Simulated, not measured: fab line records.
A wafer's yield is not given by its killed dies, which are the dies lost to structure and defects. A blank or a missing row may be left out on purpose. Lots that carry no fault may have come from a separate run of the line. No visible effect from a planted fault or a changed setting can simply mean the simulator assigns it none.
Commonality check across tools ; flow sky130 ; Lots sampled 13, wafers sampled 39

## WHY IT WAS OPENED
Of 13 lots, 3 have the reading VT_ADJUST_HVTR_TW flagged at SKY_VT_ADJUST_HVTR_TW_MEAS_11. No-fault wafers: 209, standard deviation 3.1.
Rule: a lot gets a flag if all its wafers with a number sit over 4 standard deviations from that mean, or if no wafer of it has a number. The other lots count as sound.

lot;measured;on;VT_ADJUST_HVTR_TW, wafer by wafer;flag
L302;day 9 20:17;film-metro-03;209 207 208;
L304;day 10 12:17;film-metro-04;260 261 260;FLAGGED
L305;day 10 19:15;film-metro-03;255 255 255;FLAGGED
L306;day 10 21:50;film-metro-03;208 207 208;
L307;day 11 08:32;film-metro-02;252 252 253;FLAGGED
L308;day 11 19:26;film-metro-02;205 205 205;
L310;day 12 14:58;film-metro-03;207 208 207;
L316;day 14 09:13;film-metro-02;206 205 205;
L318;day 14 19:49;film-metro-02;206 205 205;
L319;day 15 00:57;film-metro-03;210 209 209;
L320;day 15 11:43;film-metro-04;213 215 216;
L321;day 15 23:53;film-metro-04;215 216 214;
L322;day 16 06:59;film-metro-02;206 206 205;
Average over the flagged lots: 256; offset from the usual +47, equal to +15 standard deviations.

## EACH LOT AND THE TOOL IT RAN ON
The record holds 2 process steps before the reading, out of a route of 708 steps. Cell contents, in order: the tool; ch with the chambers the sampled wafers went through; the start.
lot;flag;SKY_NWELL_RTA_28;SKY_VT_ADJUST_HVTR_IMPLANT_09
L302;;rtp-anneal-01 ch 0, day 5 13:34;implanter-04 ch 0, day 9 20:04
L304;FLAGGED;rtp-anneal-01 ch 0, day 6 01:40;implanter-03 ch 0, day 10 11:44
L305;FLAGGED;rtp-anneal-01 ch 0, day 6 07:56;implanter-02 ch 0, day 10 18:42
L306;;rtp-anneal-02 ch 0, day 6 10:59;implanter-04 ch 0, day 10 21:36
L307;FLAGGED;rtp-anneal-02 ch 0, day 6 18:58;implanter-04 ch 0, day 11 07:53
L308;;rtp-anneal-02 ch 0, day 7 03:34;implanter-04 ch 0, day 11 19:11
L310;;rtp-anneal-02 ch 0, day 7 18:17;implanter-02 ch 0, day 12 14:43
L316;;rtp-anneal-02 ch 0, day 9 06:36;implanter-03 ch 0, day 14 08:59
L318;;rtp-anneal-01 ch 0, day 9 16:53;implanter-04 ch 0, day 14 19:36
L319;;rtp-anneal-02 ch 0, day 9 23:17;implanter-03 ch 0, day 15 00:43
L320;;rtp-anneal-01 ch 0, day 10 05:37;implanter-04 ch 0, day 15 11:28
L321;;rtp-anneal-02 ch 0, day 10 15:46;implanter-02 ch 0, day 15 23:38
L322;;rtp-anneal-02 ch 0, day 10 22:02;implanter-04 ch 0, day 16 06:44
What is done by these steps:
- SKY_NWELL_RTA_28: time 30 s.
- SKY_VT_ADJUST_HVTR_IMPLANT_09
- SKY_VT_ADJUST_HVTR_TW_MEAS_11

## FLAGGED OVER TOTAL, TOOL BY TOOL (the gauges that took the reading come last)
step;tool;lots run;flagged;share of the flagged lots;sound lots run after its first flagged lot
SKY_NWELL_RTA_28;rtp-anneal-01;5;2;some;2 (L318,L320)
SKY_NWELL_RTA_28;rtp-anneal-02;8;1;some;6 (L308,L310,L316,L319,L321,L322)
SKY_VT_ADJUST_HVTR_IMPLANT_09;implanter-02;3;1;some;2 (L310,L321)
SKY_VT_ADJUST_HVTR_IMPLANT_09;implanter-03;3;1;some;2 (L316,L319)
SKY_VT_ADJUST_HVTR_IMPLANT_09;implanter-04;7;1;some;4 (L308,L318,L320,L322)
SKY_VT_ADJUST_HVTR_TW_MEAS_11;film-metro-02;5;1;some;4 (L308,L316,L318,L322)
SKY_VT_ADJUST_HVTR_TW_MEAS_11;film-metro-03;5;1;some;3 (L306,L310,L319)
SKY_VT_ADJUST_HVTR_TW_MEAS_11;film-metro-04;3;1;some;2 (L320,L321)

## THE TABLE: WHAT IT ALLOWS
No row of the table ran every flagged lot.

## WHAT THE SIMULATOR PUT IN
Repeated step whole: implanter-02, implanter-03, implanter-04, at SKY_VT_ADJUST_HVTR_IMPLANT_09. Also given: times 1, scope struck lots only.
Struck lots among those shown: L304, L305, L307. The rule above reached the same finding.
